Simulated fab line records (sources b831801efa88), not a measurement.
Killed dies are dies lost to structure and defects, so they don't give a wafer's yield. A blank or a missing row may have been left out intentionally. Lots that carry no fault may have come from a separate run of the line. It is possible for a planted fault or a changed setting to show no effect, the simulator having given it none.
fab line records	flow sky130
[record] lots = 14	wafers = 42	lastDay = 50
route steps=708 shown LDD_HVP@287 LDD_LDN@301 POLY_CUT@314 SD_P@327
lots that met no fault: from a run of the same line without faults
startH: hours from the record's opening day to when the first of the lot's shown wafers began	waitH: how many hours have passed since the lot's step before this one	" the same as in the row above	L1.1+2: a row that stands for several wafers	- either no value or no given start	* or withheld: withheld	< > ~ a bound
route shown NAME@n: names a module that has steps shown in the file, with the first one's number in the route	usual: mean and standard deviation over wafers with no fault	same: alike in all rows	chamber/n: place in a boat	sites: each site's reading	_std_site: standard deviation of those values	_edge_site: outer sites' mean less inner sites'	radiusMm: for every site, how far away it sits from the centre of the wafer	mask NAME#n: copy n	behind: the tool/chamber that last shaped the wafer	hold: cause of the lot's hold/its duration in hours/its outcome	device: the n, p or np transistor that did not switch	end of line: the same wafers' tests at the end of the route	for a step that has no rows: nothing shown but its recipe	killed: dies that structure and defects cost at the first sort, which is not the same as the wafer's yield	map: a wafer's dies, marking killed ones x, the rest . and places with no die _
set.NAME: the setting the step ran with; set.NAME@STEP: the setting that earlier step ran with	model.NAME: the simulator's own value behind a step, which no gauge read
route steps across a sampled set of lots; one table per step, one row per wafer
services: from which hour (startH, from the record's first day; less than 0 if before it) a tool's chamber was out of use, for how many hours, and why
[[steps]]
[step SKY_LDD_HVP_STRIP_09]
[recipe] chemistry = O2/N2	powerW = 1400	pressureMtorr = 1500	platenTempC = withheld	o2FlowSccm = 3000	n2FlowSccm = 300	overashFraction = 0.5
[usual] drypumpMotorCurrentA = 5.5/0.4	oesProductAu = 0.408/0.0044	stripTimeToEndpointS = 4.132/0.016
lot.wafer	tool	chamber	startH	waitH	drypumpMotorCurrentA	oesProductAu	rfHoursCounterH	stripTimeToEndpointS
L266.2	plasmaAsher-03	0	500.75	0.1	5.1	0.407	6	4.106
L266.4	"	0	"	"	5.1	0.411	-	4.107
L266.6	"	1	"	"	5.7	0.408	-	4.118
L267.2	plasmaAsher-04	1	507.11	0.1	5.8	0.415	79	4.120
L267.3	"	0	"	"	6.0	0.406	-	4.115
L267.4	"	1	"	"	5.8	0.410	-	4.117
L268.1	plasmaAsher-03	1	514.31	0.1	5.7	0.406	8	4.120
L268.2	"	0	"	"	5.0	0.416	8	4.136
L268.6	"	1	"	"	5.7	0.411	-	4.131
L269.1	plasmaAsher-03	1	533.75	0.1	5.7	0.408	10	4.125
L269.3	"	1	"	"	5.7	0.405	-	4.138
L269.6	"	0	"	"	5.0	0.408	-	4.153
L272.1	plasmaAsher-04	1	561.56	0.1	5.8	0.406	84	4.151
L272.2	"	0	"	"	6.0	0.408	84	4.159
L272.3	"	1	"	"	5.8	0.416	-	4.130
L274.1	plasmaAsher-01	1	577.00	0.1	5.8	0.407	47	4.131
L274.3	"	1	"	"	5.8	0.411	-	4.141
L274.6	"	0	"	"	5.0	0.417	-	4.139
L276.2	plasmaAsher-01	1	589.65	0.1	5.8	0.408	48	4.124
L276.3	"	1	"	"	5.8	0.413	-	4.138
L276.5	"	1	"	"	5.8	0.414	-	4.125
L275.1	plasmaAsher-03	1	592.40	0.1	5.7	0.412	16	4.155
L275.5	"	0	"	"	5.1	0.406	-	4.141
L275.6	"	1	"	"	5.7	0.412	-	4.132
L277.1	plasmaAsher-01	0	601.56	0.1	5.0	0.401	49	4.122
L277.4	"	1	"	"	5.8	0.406	-	4.113
L277.6	"	0	"	"	5.0	0.412	-	4.115
L278.4	plasmaAsher-03	1	615.53	0.1	5.7	0.412	-	4.149
L278.5	"	0	"	"	5.1	0.415	-	4.140
L278.6	"	1	"	"	5.7	0.402	-	4.137
L280.1	plasmaAsher-04	1	625.46	0.1	5.8	0.410	91	4.115
L280.2	"	0	"	"	6.0	0.407	91	4.139
L280.5	"	0	"	"	6.0	0.408	-	4.139
L287.1	plasmaAsher-01	1	697.20	0.1	5.8	0.403	59	4.136
L287.5	"	1	"	"	5.8	0.403	-	4.146
L287.6	"	0	"	"	5.0	0.409	-	4.151
L286.1	plasmaAsher-01	0	700.95	0.1	5.0	0.408	59	4.101
L286.2	"	1	"	"	5.8	0.402	59	4.099
L286.5	"	1	"	"	5.8	0.404	-	4.111
L285.1	plasmaAsher-03	1	702.81	0.1	5.7	0.413	26	4.159
L285.3	"	1	"	"	5.7	0.403	-	4.158
L285.5	"	0	"	"	5.0	0.407	-	4.146
[step SKY_LDD_LDN_STRIP_12]
[recipe] chemistry = O2/N2	powerW = 1400	pressureMtorr = 1500	platenTempC = withheld	o2FlowSccm = 3000	n2FlowSccm = 300	overashFraction = 0.5
[usual] drypumpMotorCurrentA = 5.9/0.36	oesProductAu = 0.715/0.0046	stripTimeToEndpointS = 14.18/0.055
lot.wafer	tool	chamber	startH	waitH	drypumpMotorCurrentA	oesProductAu	rfHoursCounterH	stripTimeToEndpointS
L266.2	plasmaAsher-02	0	531.16	0.1	6.4	0.714	73	14.12
L266.4	"	0	"	"	6.3	0.708	-	14.18
L266.6	"	1	"	"	5.7	0.719	-	14.16
L267.2	plasmaAsher-04	1	537.85	0.1	5.8	0.714	82	14.23
L267.3	"	0	"	"	6.0	0.716	-	14.21
L267.4	"	1	"	"	5.8	0.714	-	14.22
L268.1	plasmaAsher-04	0	544.16	0.1	6.0	0.716	83	14.11
L268.2	"	1	"	"	5.8	0.717	83	14.10
L268.6	"	0	"	"	6.0	0.711	-	14.10
L269.1	plasmaAsher-04	0	564.05	0.1	6.0	0.719	85	14.17
L269.3	"	1	"	"	5.8	0.716	-	14.15
L269.6	"	0	"	"	6.0	0.719	-	14.16
L272.1	plasmaAsher-02	1	592.55	0.1	5.7	0.712	79	14.11
L272.2	"	0	"	"	6.3	0.719	79	14.09
L272.3	"	0	"	"	6.3	0.722	-	14.09
L274.1	plasmaAsher-04	0	607.77	0.1	6.0	0.714	89	14.06
L274.3	"	0	"	"	6.0	0.714	-	14.11
L274.6	"	1	"	"	5.8	0.713	-	14.11
L276.2	plasmaAsher-02	0	619.15	0.1	6.3	0.724	82	14.29
L276.3	"	1	"	"	5.7	0.715	-	14.25
L276.5	"	1	"	"	5.7	0.713	-	14.27
L275.1	plasmaAsher-01	1	622.36	0.1	5.7	0.714	51	14.19
L275.5	"	1	"	"	5.7	0.724	-	14.20
L275.6	"	0	"	"	5.0	0.720	-	14.19
L277.1	plasmaAsher-04	0	630.85	0.2	6.0	0.706	91	14.20
L277.4	"	0	"	"	6.0	0.714	-	14.27
L277.6	"	0	"	"	6.0	0.711	-	14.20
L278.4	plasmaAsher-01	0	644.16	0.1	5.0	0.715	-	14.20
L278.5	"	0	"	"	5.0	0.718	-	14.17
L278.6	"	1	"	"	5.8	0.715	-	14.18
L280.1	plasmaAsher-02	1	654.50	0.1	5.7	0.713	85	14.17
L280.2	"	0	"	"	6.4	0.714	85	14.18
L280.5	"	1	"	"	5.7	0.713	-	14.16
L287.1	plasmaAsher-01	0	724.31	0.1	5.0	0.710	62	14.27
L287.5	"	1	"	"	5.8	0.718	-	14.23
L287.6	"	0	"	"	5.0	0.719	-	14.26
L286.1	plasmaAsher-02	1	728.41	0.1	5.7	0.722	92	14.13
L286.2	"	0	"	"	6.4	0.719	92	14.20
L286.5	"	0	"	"	6.4	0.725	-	14.13
L285.1	plasmaAsher-04	0	730.42	0.1	6.0	0.711	102	14.20
L285.3	"	1	"	"	5.8	0.721	-	14.20
L285.5	"	0	"	"	6.0	0.717	-	14.23
[step SKY_POLY_CUT_DEVELOP_07]
[recipe] developTimeS = 60	resist = KrF-thick	devTempC = 21
[usual] chillPlateTempC = 22.99/0.11	developTimeS = 60/0
lot.wafer	tool	chamber	startH	waitH	chillPlateTempC	developTimeS
L266.2	lithoTrack-02	0	563	-	22.99	60
L266.4	"	0	"	"	22.92	60
L266.6	"	0	"	"	22.88	60
L267.2	lithoTrack-02	0	569	-	23.02	60
L267.3	"	0	"	"	23.01	60
L267.4	"	0	"	"	23.05	60
L268.1	lithoTrack-01	0	576	-	22.99	60
L268.2	"	0	"	"	22.88	60
L268.6	"	0	"	"	22.98	60
L269.1	lithoTrack-03	0	597	-	23.23	60
L269.3	"	0	"	"	23.03	60
L269.6	"	0	"	"	23.13	60
L272.1	lithoTrack-01	0	622	-	23.05	60
L272.2	"	0	"	"	23.22	60
L272.3	"	0	"	"	23.00	60
L274.1	lithoTrack-01	0	640	-	23.08	60
L274.3	"	0	"	"	22.90	60
L274.6	"	0	"	"	23.02	60
L276.2	lithoTrack-03	0	649	-	23.15	60
L276.3	"	0	"	"	22.99	60
L276.5	"	0	"	"	23.02	60
L275.1	lithoTrack-02	-	654	-	-	-
L275.5	"	-	"	"	-	-
L275.6	"	-	"	"	-	-
L277.1	lithoTrack-03	-	661	-	-	-
L277.4	"	-	"	"	-	-
L277.6	"	-	"	"	-	-
L278.4	lithoTrack-03	0	675	-	23.03	60
L278.5	"	0	"	"	23.01	60
L278.6	"	0	"	"	22.90	60
L280.1	lithoTrack-02	0	684	-	23.06	60
L280.2	"	0	"	"	23.02	60
L280.5	"	0	"	"	23.06	60
L287.1	lithoTrack-02	0	753	-	22.84	60
L287.5	"	0	"	"	22.93	60
L287.6	"	0	"	"	22.91	60
L286.1	lithoTrack-01	0	756	-	22.76	60
L286.2	"	0	"	"	23.00	60
L286.5	"	0	"	"	22.98	60
L285.1	lithoTrack-02	0	760	-	22.91	60
L285.3	"	0	"	"	22.92	60
L285.5	"	0	"	"	22.90	60
[step SKY_SD_P_CD_MEAS_07]
[recipe] targetCdNm = 380
[usual] cdNm = 380.2/2.7
lot.wafer	tool	chamber	startH	waitH	cdNm
L266.2	cdSem-02	-	593.23	0.1	382.8
L266.4	"	-	"	"	380.3
L266.6	"	-	"	"	379.7
L267.2	cdSem-02	-	599.38	0.1	379.1
L267.3	"	-	"	"	379.0
L267.4	"	-	"	"	378.6
L268.1	cdSem-01	-	605.86	0.1	376.8
L268.2	"	-	"	"	374.9
L268.6	"	-	"	"	377.6
L269.1	cdSem-01	-	626.16	0.1	377.6
L269.3	"	-	"	"	377.5
L269.6	"	-	"	"	378.4
L272.1	cdSem-01	-	650.36	0.1	385.0
L272.2	"	-	"	"	380.2
L272.3	"	-	"	"	383.2
L274.1	cdSem-01	-	670.06	0.1	384.4
L274.3	"	-	"	"	381.6
L274.6	"	-	"	"	384.5
L276.2	cdSem-01	-	678.98	0.1	383.8
L276.3	"	-	"	"	380.2
L276.5	"	-	"	"	380.8
L278.4	cdSem-01	-	704.20	0.1	383.9
L278.5	"	-	"	"	385.2
L278.6	"	-	"	"	385.6
L280.1	cdSem-01	-	713.41	0.1	377.5
L280.2	"	-	"	"	379.4
L280.5	"	-	"	"	378.1
L287.1	cdSem-01	-	780.39	0.1	382.0
L287.5	"	-	"	"	379.2
L287.6	"	-	"	"	381.8
L286.1	cdSem-01	-	784.46	0.1	376.7
L286.2	"	-	"	"	375.5
L286.5	"	-	"	"	378.6
L285.1	cdSem-02	-	787.11	0.1	375.5
L285.3	"	-	"	"	376.8
L285.5	"	-	"	"	376.2
[[services]]
tool	chamber	startH	hours	kind
plasmaAsher-02	-	524.82	5.3	repair
plasmaAsher-03	-	558.52	2.5	repair
plasmaAsher-04	-	576.53	2.8	repair
plasmaAsher-01	-	625.81	5.2	repair
plasmaAsher-03	-	640.19	10.2	repair
plasmaAsher-02	-	671.01	5.6	repair
plasmaAsher-04	-	733.75	9.0	pm
plasmaAsher-04	0	733.75	9.0	ventCycle
plasmaAsher-04	1	733.75	9.0	ventCycle
plasmaAsher-01	-	735.04	12.5	repair
plasmaAsher-04	0	742.75	-	clean
plasmaAsher-04	1	742.75	-	clean
plasmaAsher-04	-	747.99	0.4	repair
plasmaAsher-03	-	759.09	3.2	repair
[[key]]
[firstSign] step = SKY_POLY_CUT_DEVELOP_07	reading = toolRecord	direction = missing
effect none on later readings
metAt SKY_POLY_CUT_DEVELOP_07
struckLots L275,L277
laterRowsLeftOut L275.1,L275.5,L275.6,L277.1,L277.4,L277.6
sortLeftOut L275.1,L275.5,L275.6,L277.1,L277.4,L277.6
testerLeftOut L275,L277
notActingAt SKY_LDD_HVP_STRIP_09,SKY_LDD_LDN_STRIP_12,SKY_SD_P_CD_MEAS_07
onsetBetween 649 654
[fault] kind = skippedStepWhole	tool = lithoTrack-02,lithoTrack-03	chamber = -	onsetH = 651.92	steps = SKY_POLY_CUT_DEVELOP_07	scope = struckLotsOnly
// testerLeftOut: of these lots the tester's yield and bins aren't shown, on N5 and GAA mostly nor the transistor test; their killed dies are dies lost to structure and defects alone, not to doping, threshold or leakage, so they don't give the yield
// sortLeftOut: the simulated sort isn't trusted on such a fault, so these wafers' sort isn't shown, and their yield isn't known
// laterRowsLeftOut: the simulator's readings of these wafers behind a module that went badly wrong aren't trusted and aren't shown, but for the sort
